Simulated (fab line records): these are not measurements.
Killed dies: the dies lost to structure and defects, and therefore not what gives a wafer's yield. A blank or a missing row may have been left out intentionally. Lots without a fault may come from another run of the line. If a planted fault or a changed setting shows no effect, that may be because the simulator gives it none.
Matching of chambers || flow gf180mcu || 4 sister chambers for GF_V5_CMP_04 on cmp-02
The step polishes SiO2. 18 wafers are shown with their chamber, then 9 later ones without.

== EACH WAFER AND ITS CHAMBER ==
{"wafer": "L678.3", "chamber": 0, "motor current A (A)": 11.5}
{"wafer": "L678.4", "chamber": 3, "motor current A (A)": 12.6}
{"wafer": "L678.5", "chamber": 0, "motor current A (A)": 11.7}
{"wafer": "L679.3", "chamber": 2, "motor current A (A)": 12.3}
{"wafer": "L679.5", "chamber": 1, "motor current A (A)": 11.2}
{"wafer": "L679.6", "chamber": 2, "motor current A (A)": 12.3}
{"wafer": "L681.2", "chamber": 0, "motor current A (A)": 12.1}
{"wafer": "L681.4", "chamber": 3, "motor current A (A)": 13.1}
{"wafer": "L681.6", "chamber": 1, "motor current A (A)": 10.8}
{"wafer": "L682.1", "chamber": 3, "motor current A (A)": 12.7}
{"wafer": "L682.3", "chamber": 0, "motor current A (A)": 11.9}
{"wafer": "L682.6", "chamber": 1, "motor current A (A)": 10.3}
{"wafer": "L688.1", "chamber": 1, "motor current A (A)": 10.6}
{"wafer": "L688.2", "chamber": 3, "motor current A (A)": 13.3}
{"wafer": "L688.4", "chamber": 2, "motor current A (A)": 12.8}
{"wafer": "L693.1", "chamber": 2, "motor current A (A)": 12.7}
{"wafer": "L693.3", "chamber": 0, "motor current A (A)": 11.3}
{"wafer": "L693.5", "chamber": 0, "motor current A (A)": 11.6}

SIGNATURES (averages over the wafers above)
{"reading": "motor current A", "chamber 0": 11.683, "chamber 1": 10.725, "chamber 2": 12.525, "chamber 3": 12.925, "scatter within a chamber": 0.313}
Rule: a wafer's distance from a chamber is the root of the sum, over the readings, of the square of ((its reading less the chamber's mean) divided by the reading's scatter). If the next closest chamber is less than 2 further off than the closest, the wafer can't be placed; otherwise it belongs to the closest. How the scatter is found: for the shown wafers, subtract from each reading the mean of its chamber, square and add these, divide the total by (wafers less chambers), then take the root.

== WAFERS MISSING THEIR CHAMBER ==
{"wafer": "L694.3", "motor current A (A)": 10.3}
{"wafer": "L694.4", "motor current A (A)": 12.7}
{"wafer": "L694.5", "motor current A (A)": 11.6}
{"wafer": "L697.1", "motor current A (A)": 12.0}
{"wafer": "L697.2", "motor current A (A)": 11.5}
{"wafer": "L697.3", "motor current A (A)": 11.8}
{"wafer": "L699.2", "motor current A (A)": 12.7}
{"wafer": "L699.3", "motor current A (A)": 11.0}
{"wafer": "L699.4", "motor current A (A)": 11.7}

== WHICH CHAMBER EACH ONE RAN IN ==
{"wafer": "L694.3", "from the rows above": 1, "in truth": 1}
{"wafer": "L694.4", "from the rows above": "can't be placed: 2 or 3", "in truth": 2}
{"wafer": "L694.5", "from the rows above": 0, "in truth": 0}
{"wafer": "L697.1", "from the rows above": "can't be placed: 0 or 2 or 3", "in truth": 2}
{"wafer": "L697.2", "from the rows above": "can't be placed: 0 or 1", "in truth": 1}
{"wafer": "L697.3", "from the rows above": "can't be placed: 0 or 2", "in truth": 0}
{"wafer": "L699.2", "from the rows above": "can't be placed: 2 or 3", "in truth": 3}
{"wafer": "L699.3", "from the rows above": "can't be placed: 1 or 0", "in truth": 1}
{"wafer": "L699.4", "from the rows above": 0, "in truth": 0}
Placed correctly: 3 of 9. Unplaceable from these rows: 6, with the true chamber sitting among the candidates in 6. Placed wrongly: 0.
